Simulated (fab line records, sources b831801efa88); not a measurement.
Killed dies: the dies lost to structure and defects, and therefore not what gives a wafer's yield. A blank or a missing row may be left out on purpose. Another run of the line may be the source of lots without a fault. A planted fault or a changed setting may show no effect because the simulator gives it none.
A struck lot beside a sound one + flow sky130 + 35 out of 708 route steps
Sound: the wafers L283.1, L283.4, L283.6. Struck: wafers L292.1, L292.2, L292.3. At the end, the cause is stated.
Order at every step that has rows: each side's tool, ch and its chambers, its first start. Under that, the readings that differ: sound wafers + struck wafers + difference of the means + sigmas: that difference in standard deviations of wafers without a fault.
alike: same words and numbers on both sides, and readings whose means sit less than 2 such deviations apart. not compared: any withheld reading, any reading some wafer has no value for, any bound like >300 that may hide the same value, and any number with overlapping values for which the record gives no deviation.
Wherever a step has rows on one side only, a row that says differs or no value, or a row with sigmas, the two part there. When numbers do not overlap yet have no deviation, they are printed without sigmas and do not part them. A reading that every wafer of one side lacks parts them only if that side has two wafers or more.

first, 10 steps without rows for these wafers: SKY_METAL1_EXPOSE_12 (exposes mask MM1, target cd 140 nm); SKY_METAL1_PEB_13; SKY_METAL1_DEVELOP_14 (develop time 60 s); SKY_METAL1_DESCUM_17 (chemistry O2, time 8 s); SKY_METAL1_ETCH_18 (etches BARC in N2/H2, stops on SiO2, time 45.9 s, target depth 60 nm); SKY_METAL1_METAL_ETCH_19 (etches the open film in Cl2/BCl3, stops on SiO2, target depth 360 nm, time 78 s); SKY_METAL1_STRIP_20 (strips in O2/N2); SKY_METAL1_STRIP_21 (strips in post etch residue remover, time 1200 s); SKY_METAL1_CLEAN_22 (cleans in IPA, time 180 s); SKY_METAL1_CLEAN_23 (cleans in O3/DIW).
SKY_VIA1_HDPCVD_00: deposits SiO2, target thk 1030 nm, time 171.7 s.
  sound on hdpcvd-01 ch 0,1, day 33 00:52; struck on hdpcvd-01 ch 0,1,2, day 36 04:40
then, 23 steps without rows for these wafers: SKY_VIA1_CMP_02 (polishes SiO2); SKY_VIA1_DEHYDRATE_04 (time 60 s); SKY_VIA1_HMDS_05 (prime time 60 s); SKY_VIA1_COAT_06 (resist thk 60 nm); SKY_VIA1_COAT_07 (resist thk 450 nm); SKY_VIA1_SOFTBAKE_08 (time 90 s); SKY_VIA1_EXPOSE_09 (exposes mask VIM, target cd 150 nm); SKY_VIA1_PEB_10; SKY_VIA1_DEVELOP_11 (develop time 60 s); SKY_VIA1_ETCH_14 (etches BARC in N2/H2, stops on SiO2, time 45.9 s, target depth 60 nm); SKY_VIA1_ETCH_15 (etches SiO2 in C4F8/O2/Ar, stops on TiN, target depth 351 nm, time 54 s); SKY_VIA1_STRIP_16 (strips in O2/N2); SKY_VIA1_STRIP_17 (strips in post etch residue remover, time 1200 s); SKY_VIA1_CLEAN_18 (cleans in IPA, time 180 s); SKY_VIA1_CLEAN_19 (cleans in O3/DIW); SKY_VIA1_SPUTTER_20 (material TiN, target thk 20 nm, time 80 s); SKY_VIA1_CVD_21 (deposits W, target thk 270 nm, time 80.902 s); SKY_VIA1_CMP_24 (polishes, stops on SiO2, t overpolish 15 s, target thk 0 nm); SKY_METAL2_SPUTTER_00 (material Ti, target thk 15 nm, time 10 s); SKY_METAL2_SPUTTER_01 (material TiN, target thk 20 nm, time 16.7 s); SKY_METAL2_SPUTTER_02 (material AlCu, target thk 250 nm, time 13.3 s); SKY_METAL2_SPUTTER_03 (material Ti, target thk 5 nm, time 3.3 s); SKY_METAL2_SPUTTER_04 (material TiN, target thk 70 nm, time 58.3 s).
-- the record jumps here: 12 days lie between the struck wafers' starts before and after (it left off in module METAL2 and takes up again in module PAD_OPEN, whose first step shown is number 708 of the route) --
SKY_PAD_OPEN_PROBE_99:
  struck on prober-02, day 48 08:19; sound on prober-02, day 46 03:25
| reading                               | sound               | struck                                                                     | difference                   | sigmas |
|---------------------------------------|---------------------|----------------------------------------------------------------------------|------------------------------|--------|
| hold                                  | - - -               | await dispo/3.1h/release await dispo/3.1h/release await dispo/3.1h/release | no value on the sound wafers |        |
| defect limited yield (%)              | 81.5 82.9 83.7      | 76.2 78.0 79.7                                                             | -4.7                         | -3     |
| killed_at_M0_to_M3                    | 57 40 39            | 79 65 69                                                                   | +26                          | +4     |
| killed dies                           | 91 84 80            | 117 108 100                                                                | +23                          | +3     |
| sort_bin_3_pad_short (%)              | 0.4 0.2 0.8         | 1.0 2.8 1.6                                                                | +1.3                         | +3     |
| sort_bin_5_function (%)               | 10.2 11.4 11.0      | 16.5 12.0 13.4                                                             | +3.1                         | +2     |
| sort n pass                           | 401 408 412         | 375 384 392                                                                | -23                          | -3     |
| sort yield pct (%)                    | 81.5 82.9 83.7      | 76.2 78.0 79.7                                                             | -4.7                         | -3     |
| model.etest.tester.sort n pass        | 401 408 412         | 375 384 392                                                                | -23                          |        |
| model.etest.tester.sort yield pct (%) | 81.5 82.93 83.74    | 76.22 78.05 79.67                                                          | -4.74                        |        |
| model.etest.tester.sort_bin_5_pct (%) | 10.16 11.38 10.98   | 16.46 11.99 13.41                                                          | +3.11                        |        |
| model.etest.tester.sort_bin_3_pct (%) | 0.4065 0.2033 0.813 | 1.016 2.846 1.626                                                          | +1.355                       |        |
  alike: killed_at_M4_up, killed at contacts, killed at front end, killed at other, killed on rim, killed open, killed short, sort_bin_6_memory
  not compared: model.etest.tester.sort_bin_6_pct

WHERE THEY PART
SKY_PAD_OPEN_PROBE_99 only, going by this record.

WHY: the cause the simulator had injected
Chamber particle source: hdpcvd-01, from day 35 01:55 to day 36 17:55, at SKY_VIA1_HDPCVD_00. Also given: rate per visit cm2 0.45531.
